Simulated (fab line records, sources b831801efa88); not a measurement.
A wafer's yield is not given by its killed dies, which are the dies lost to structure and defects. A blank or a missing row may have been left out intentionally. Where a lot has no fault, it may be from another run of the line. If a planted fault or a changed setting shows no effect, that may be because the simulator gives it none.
Commonality check across tools / flow sky130 / 13 lots and 39 wafers in the sample

## REASON IT WAS OPENED
At SKY_LDD_HVN_OVL_MEAS_07 the reading LDD_HVN_OVL is flagged on 4 of 13 lots. Fault-free wafers read -0.6 nm, with a standard deviation of 1.3.
Rule: a lot is flagged in two cases, either no wafer of it has a number, or all its wafers with numbers fall more than 4 standard deviations from that mean. All remaining lots are regarded as sound.

lot=L788; measured=day 19 20:11; on=overlay-02; LDD_HVN_OVL (nm), wafer by wafer=0.1 -1.1 0.9; flag=
lot=L789; measured=day 20 12:42; on=overlay-02; LDD_HVN_OVL (nm), wafer by wafer=-0.5 0.0 -1.3; flag=
lot=L790; measured=day 21 21:59; on=overlay-02; LDD_HVN_OVL (nm), wafer by wafer=-2.0 -0.6 0.4; flag=
lot=L791; measured=day 22 09:08; on=overlay-02; LDD_HVN_OVL (nm), wafer by wafer=1.3 0.1 0.6; flag=
lot=L792; measured=day 23 05:30; on=overlay-01; LDD_HVN_OVL (nm), wafer by wafer=55.7 57.7 56.0; flag=FLAGGED
lot=L794; measured=day 23 09:27; on=overlay-02; LDD_HVN_OVL (nm), wafer by wafer=55.7 55.3 57.1; flag=FLAGGED
lot=L797; measured=day 23 13:59; on=overlay-02; LDD_HVN_OVL (nm), wafer by wafer=54.8 55.4 55.5; flag=FLAGGED
lot=L799; measured=day 24 07:47; on=overlay-01; LDD_HVN_OVL (nm), wafer by wafer=55.6 54.6 54.4; flag=FLAGGED
lot=L800; measured=day 24 22:47; on=overlay-02; LDD_HVN_OVL (nm), wafer by wafer=-0.5 0.9 -0.6; flag=
lot=L802; measured=day 25 17:06; on=overlay-01; LDD_HVN_OVL (nm), wafer by wafer=-0.7 -0.4 0.5; flag=
lot=L804; measured=day 25 21:43; on=overlay-02; LDD_HVN_OVL (nm), wafer by wafer=1.5 -0.5 1.8; flag=
lot=L809; measured=day 27 23:05; on=overlay-01; LDD_HVN_OVL (nm), wafer by wafer=-0.9 0.1 -0.6; flag=
lot=L811; measured=day 28 21:09; on=overlay-02; LDD_HVN_OVL (nm), wafer by wafer=-1.7 -1.7 -0.1; flag=
Average over the flagged lots: 55.6 nm; offset from the usual +56.2 nm, equal to +43 standard deviations.

## WHICH TOOL RAN EACH LOT
Before the reading, the record contains 2 process steps out of a 708-step route. Cell contents, in order: the tool; ch with the chambers the sampled wafers went through; the start.
lot=L788; flag=; SKY_POLY_GATE_ETCH_15=rie diel-01 ch 0,3, day 15 22:33; SKY_LDD_HVN_EXPOSE_04=iline stepper-01 ch 0, day 19 05:12
lot=L789; flag=; SKY_POLY_GATE_ETCH_15=rie diel-04 ch 2,3, day 16 12:47; SKY_LDD_HVN_EXPOSE_04=iline stepper-02 ch 0, day 19 21:00
lot=L790; flag=; SKY_POLY_GATE_ETCH_15=rie diel-04 ch 2,3, day 17 23:53; SKY_LDD_HVN_EXPOSE_04=iline stepper-02 ch 0, day 21 05:45
lot=L791; flag=; SKY_POLY_GATE_ETCH_15=rie diel-01 ch 0,1,2, day 18 09:05; SKY_LDD_HVN_EXPOSE_04=iline stepper-01 ch 0, day 21 19:04
lot=L792; flag=FLAGGED; SKY_POLY_GATE_ETCH_15=rie diel-02 ch 1,2, day 19 04:45; SKY_LDD_HVN_EXPOSE_04=iline stepper-02 ch 0, day 22 14:09
lot=L794; flag=FLAGGED; SKY_POLY_GATE_ETCH_15=rie diel-02 ch 0,1,2, day 19 09:32; SKY_LDD_HVN_EXPOSE_04=iline stepper-02 ch 0, day 22 18:13
lot=L797; flag=FLAGGED; SKY_POLY_GATE_ETCH_15=rie diel-01 ch 0,2,3, day 19 15:14; SKY_LDD_HVN_EXPOSE_04=iline stepper-02 ch 0, day 22 23:29
lot=L799; flag=FLAGGED; SKY_POLY_GATE_ETCH_15=rie diel-01 ch 1,2,3, day 20 11:06; SKY_LDD_HVN_EXPOSE_04=iline stepper-02 ch 0, day 23 17:28
lot=L800; flag=; SKY_POLY_GATE_ETCH_15=rie diel-04 ch 1,2,3, day 21 02:17; SKY_LDD_HVN_EXPOSE_04=iline stepper-01 ch 0, day 24 07:53
lot=L802; flag=; SKY_POLY_GATE_ETCH_15=rie diel-01 ch 0,1,3, day 21 17:53; SKY_LDD_HVN_EXPOSE_04=iline stepper-01 ch 0, day 25 01:50
lot=L804; flag=; SKY_POLY_GATE_ETCH_15=rie diel-04 ch 0,1,2, day 22 02:07; SKY_LDD_HVN_EXPOSE_04=iline stepper-01 ch 0, day 25 07:18
lot=L809; flag=; SKY_POLY_GATE_ETCH_15=rie diel-01 ch 1,2,3, day 24 04:20; SKY_LDD_HVN_EXPOSE_04=iline stepper-01 ch 0, day 27 09:44
lot=L811; flag=; SKY_POLY_GATE_ETCH_15=rie diel-04 ch 0,2,3, day 25 02:32; SKY_LDD_HVN_EXPOSE_04=iline stepper-01 ch 0, day 28 07:41
These steps, and what they do:
- SKY_POLY_GATE_ETCH_15: etches BARC in N2/H2, stops on SiO2, time 118.5 s, target depth 110 nm.
- SKY_LDD_HVN_EXPOSE_04: exposes mask HVNTM, target cd 700 nm.
- SKY_LDD_HVN_OVL_MEAS_07

## FLAGGED AGAINST TOTAL, ONE TOOL AT A TIME (gauges that did the reading follow at the end)
step=SKY_POLY_GATE_ETCH_15; tool=rie diel-01; lots run=6; flagged=2; share of the flagged lots=some; sound lots run after its first flagged lot=2 (L802,L809)
step=SKY_POLY_GATE_ETCH_15; tool=rie diel-02; lots run=2; flagged=2; share of the flagged lots=some; sound lots run after its first flagged lot=0
step=SKY_POLY_GATE_ETCH_15; tool=rie diel-04; lots run=5; flagged=0; share of the flagged lots=none; sound lots run after its first flagged lot=-
step=SKY_LDD_HVN_EXPOSE_04; tool=iline stepper-01; lots run=7; flagged=0; share of the flagged lots=none; sound lots run after its first flagged lot=-
step=SKY_LDD_HVN_EXPOSE_04; tool=iline stepper-02; lots run=6; flagged=4; share of the flagged lots=all; sound lots run after its first flagged lot=0
step=SKY_LDD_HVN_OVL_MEAS_07; tool=overlay-01; lots run=4; flagged=2; share of the flagged lots=some; sound lots run after its first flagged lot=2 (L802,L809)
step=SKY_LDD_HVN_OVL_MEAS_07; tool=overlay-02; lots run=9; flagged=2; share of the flagged lots=some; sound lots run after its first flagged lot=3 (L800,L804,L811)

## WHAT THE TABLE PERMITS
Rows of the table that ran each flagged lot: 1, that is iline stepper-02 at SKY_LDD_HVN_EXPOSE_04.
- iline stepper-02 at SKY_LDD_HVN_EXPOSE_04 ran 6 lots, 4 of them flagged. Its last sound lot is L790 (day 21 05:45), its first flagged lot L792 (day 22 14:09): a fault that began between those two fits.
What remains is a single tool, iline stepper-02 at SKY_LDD_HVN_EXPOSE_04.

## WHAT HAD BEEN PUT IN BY THE SIMULATOR
Scanner matching overlay: iline stepper-02, from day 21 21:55 on, at SKY_LDD_HVN_EXPOSE_04. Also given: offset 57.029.
Struck lots among those shown: L792, L794, L797, L799. This agrees with what the rule above found.
